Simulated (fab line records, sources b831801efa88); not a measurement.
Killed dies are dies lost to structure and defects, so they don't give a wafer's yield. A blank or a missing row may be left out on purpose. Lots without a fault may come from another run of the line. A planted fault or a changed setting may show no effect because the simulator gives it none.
Chamber matching | flow sky130 | SKY_LI_CONTACT_CMP_02 on cmp-02: 4 sister chambers
The step polishes PSG. 4 wafers are shown with their chamber, then 7 later ones without.

WAFERS WITH THEIR CHAMBER
wafer  | chamber | motor_current_A (A)
L180.1 | 1       | 12.2
L191.1 | 2       | 11.5
L191.3 | 3       | 12.7
L195.1 | 0       | 10.3

WAFERS WITHOUT THEIR CHAMBER
wafer  | motor_current_A (A)
L195.3 | 12.3
L198.4 | 12.1
L198.5 | 10.1
L198.6 | 12.1
L199.2 | 10.9
L199.4 | 12.7
L199.6 | 12.6

WHICH CHAMBER EACH WENT THROUGH
wafer  | from the rows above          | in truth
L195.3 | can't be placed: 1 or 3      | 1
L198.4 | can't be placed: 1 or 2 or 3 | 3
L198.5 | 0                            | 0
L198.6 | can't be placed: 1 or 2 or 3 | 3
L199.2 | can't be placed: 0 or 2      | 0
L199.4 | can't be placed: 3 or 1      | 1
L199.6 | can't be placed: 3 or 1      | 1
Placed correctly: 1 of 7. Can't be placed from these rows: 6 (the true chamber is among the candidates in 6). Placed wrongly: 0.
How it was worked out, from the rows above alone: a wafer's distance from a chamber is the root of the sum, over the readings, of the square of ((its reading less the chamber's mean) divided by the reading's scatter). The wafer belongs to the nearest chamber; if the next one is less than 2 further off, it can't be placed. A chamber's mean is the mean of its shown wafers. The scatter: with one shown wafer a chamber, the root of the mean of the squares of how far each hidden wafer lies from its nearest shown one.
